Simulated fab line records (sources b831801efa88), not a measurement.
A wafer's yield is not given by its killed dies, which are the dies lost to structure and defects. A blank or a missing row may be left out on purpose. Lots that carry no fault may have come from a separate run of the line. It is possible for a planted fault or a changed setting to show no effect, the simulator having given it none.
Matching of chambers	flow sky130	SKY_POLY_CUT_ETCH_11 on rie diel-03 has 4 sister chambers
The step etches Si3N4 in CF4/CH2F2/Ar, stops on poly-Si, time 42.5 s, target depth 60 nm. 7 wafers are shown with their chamber, then 7 later ones without.

== WAFERS PAIRED WITH THEIR CHAMBERS ==
wafer	chamber	drypump motor current A (A)	oes product au (a.u.)
L714.1	3	5.4	0.833
L714.2	0	5.9	0.827
L716.3	3	5.4	0.833
L717.3	2	6.4	0.825
L717.5	1	6.1	0.832
L719.1	1	6.0	0.841
L719.4	2	6.4	0.827

== WAFERS MISSING THEIR CHAMBER ==
wafer	drypump motor current A (A)	oes product au (a.u.)
L719.5	6.4	0.830
L725.2	6.0	0.828
L725.4	6.4	0.826
L725.6	5.8	0.826
L729.1	6.4	0.831
L729.2	5.4	0.835
L729.4	6.1	0.827

== WHICH CHAMBER EACH WENT THROUGH ==
wafer	from the rows above	in truth
L719.5	2	2
L725.2	can't be placed: 0 or 1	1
L725.4	2	2
L725.6	0	0
L729.1	2	2
L729.2	3	3
L729.4	1	1
Correctly placed: 6 of 7. Can't be placed from these rows: 1 (the true chamber is among the candidates in 1). 0 placed wrongly.
How it was worked out, from the rows above alone: a wafer's distance from a chamber is the root of the sum, over the readings, of the square of ((its reading less the chamber's mean) divided by the reading's scatter). The wafer belongs to the nearest chamber; if the next one is less than 2 further off, it can't be placed. Each chamber's mean is taken over the wafers shown for it. The scatter is the square root of a quotient: the sum, over the shown wafers, of each reading's squared deviation from its chamber's mean, divided by wafers minus chambers.
